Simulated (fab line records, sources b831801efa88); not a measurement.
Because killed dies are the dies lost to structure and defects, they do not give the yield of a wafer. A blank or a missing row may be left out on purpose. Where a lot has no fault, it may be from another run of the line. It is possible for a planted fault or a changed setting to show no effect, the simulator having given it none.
Which tool did it? -- flow sky130 -- 42 wafers from 14 lots sampled at 3 of the route's 708 steps

## WHAT THE GAUGES READ, wafer by wafer
SKY_VIA4_BOW_MEAS_03. Usual: VIA4_BOW 82 um, standard deviation 7.8.
lot,measured,on,VIA4_BOW (um),flag
L327,day 42 17:57,film-metro-04,84 82 77,
L331,day 42 19:24,film-metro-01,83 101 85,
L326,day 42 19:53,film-metro-04,90 80 86,
L330,day 42 20:29,film-metro-02,84 91 92,
L333,day 42 22:38,film-metro-02,85 82 86,
L334,day 43 22:59,film-metro-04,82 66 78,
L335,day 43 23:52,film-metro-01,96 90 84,
L336,day 44 03:34,film-metro-01,82 78 86,
L338,day 48 03:26,film-metro-04,81 73 70,
L339,day 48 04:23,film-metro-01,90 83 79,
L340,day 48 04:29,film-metro-04,82 86 77,
L345,day 48 04:53,film-metro-04,76 77 77,
L348,day 48 14:11,film-metro-04,85 87 87,
L349,day 48 14:53,film-metro-01,91 79 79,

## WHICH TOOL RAN EACH LOT (tool, then ch and the chambers of the sampled wafers, then the start)
lot,SKY_METAL4_METAL_ETCH_18,SKY_VIA4_CMP_02
L327,"rie-metal-02 ch 0,1, day 42 15:59","cmp-02 ch 0,1,2, day 42 17:39"
L331,"rie-metal-01 ch 1, day 42 17:44","cmp-02 ch 0,1,2, day 42 19:12"
L326,"rie-metal-01 ch 0,1, day 42 18:05","cmp-02 ch 1,2,3, day 42 19:35"
L330,"rie-metal-01 ch 0,1, day 42 18:30","cmp-01 ch 0,2,3, day 42 20:11"
L333,"rie-metal-04 ch 0,1, day 42 20:38","cmp-01 ch 0,1,3, day 42 22:20"
L334,"rie-metal-02 ch 0, day 43 21:07","cmp-02 ch 0,1,2, day 43 22:40"
L335,"rie-metal-02 ch 0,1, day 43 22:02","cmp-02 ch 1,2,3, day 43 23:37"
L336,"rie-metal-04 ch 0,1, day 44 02:12","cmp-01 ch 0,2,3, day 44 03:18"
L338,"rie-metal-01 ch 0, day 48 01:56","cmp-02 ch 0,2,3, day 48 03:08"
L339,"rie-metal-01 ch 0, day 48 02:51","cmp-02 ch 1,2,3, day 48 04:13"
L340,"rie-metal-02 ch 0,1, day 48 03:12","cmp-01 ch 0,2, day 48 04:12"
L345,"rie-metal-01 ch 0, day 48 03:23","cmp-02 ch 0,1,2, day 48 04:38"
L348,"rie-metal-02 ch 0,1, day 48 12:50","cmp-01 ch 1,2,3, day 48 13:52"
L349,"rie-metal-02 ch 0,1, day 48 13:32","cmp-02 ch 1,2,3, day 48 14:35"
- SKY_METAL4_METAL_ETCH_18: etches the open film in Cl2/BCl3, stops on SiO2, target depth 845 nm, time 183.1 s.
- SKY_VIA4_CMP_02: polishes SiO2.

## AS READ BY THE TOOLS THEMSELVES (means over the sampled wafers that have a number; for cases with no such wafer, the mark the record gives instead)
SKY_METAL4_METAL_ETCH_18. Usual: bias-w 48.46 W, standard deviation 0.14; drypump-motor-current-A 5.9 A, standard deviation 0.5; oes-product-au 0.866 a.u., standard deviation 0.0063; throttle-valve-pct 22.264 %, standard deviation 0.0089.
lot,tool,bias-w (W),drypump-motor-current-A (A),oes-product-au (a.u.),throttle-valve-pct (%),flag
L327,rie-metal-02,48.45,6.0,0.868,22.262,
L331,rie-metal-01,48.59,5.7,0.865,22.265,
L326,rie-metal-01,48.50,6.1,0.864,22.257,
L330,rie-metal-01,48.23,5.9,0.864,22.258,
L333,rie-metal-04,48.55,5.6,0.861,22.269,
L334,rie-metal-02,48.43,5.7,0.873,22.257,
L335,rie-metal-02,48.43,5.8,0.861,22.265,
L336,rie-metal-04,48.54,5.1,0.866,22.263,
L338,rie-metal-01,48.31,6.2,0.868,22.260,
L339,rie-metal-01,48.48,6.3,0.865,22.263,
L340,rie-metal-02,48.57,5.9,0.863,22.258,
L345,rie-metal-01,48.34,6.3,0.864,22.271,
L348,rie-metal-02,48.33,5.9,0.864,22.263,
L349,rie-metal-02,48.41,5.9,0.870,22.265,

SKY_VIA4_CMP_02. Usual: motor-current-A 12.1 A, standard deviation 1.8.
lot,tool,motor-current-A (A),flag
L327,cmp-02,12.7,
L331,cmp-02,12.7,
L326,cmp-02,11.7,
L330,cmp-01,12.4,
L333,cmp-01,12.0,
L334,cmp-02,12.2,
L335,cmp-02,12.0,
L336,cmp-01,12.4,
L338,cmp-02,11.7,
L339,cmp-02,11.7,
L340,cmp-01,11.3,
L345,cmp-02,12.4,
L348,cmp-01,13.6,
L349,cmp-02,11.4,

## THE ANSWER, worked out from the rows above alone
Rule: a lot is off if the mean of its wafers that have a number lies more than 3 standard deviations from the usual mean. Also off: a lot with no number at a reading for which 4 or more lots have one. All remaining lots with rows at the step are treated as sound. After the gauges, taken in route order, come the tools' own readings; for these a lot's mean is taken, as printed above. At the first step where some lot is off, the reading lying furthest off is the one used; lots without a number count as furthest.
No lot is off at any reading shown: from this, nothing can be told.

## WHAT THE SIMULATOR HAD PUT IN
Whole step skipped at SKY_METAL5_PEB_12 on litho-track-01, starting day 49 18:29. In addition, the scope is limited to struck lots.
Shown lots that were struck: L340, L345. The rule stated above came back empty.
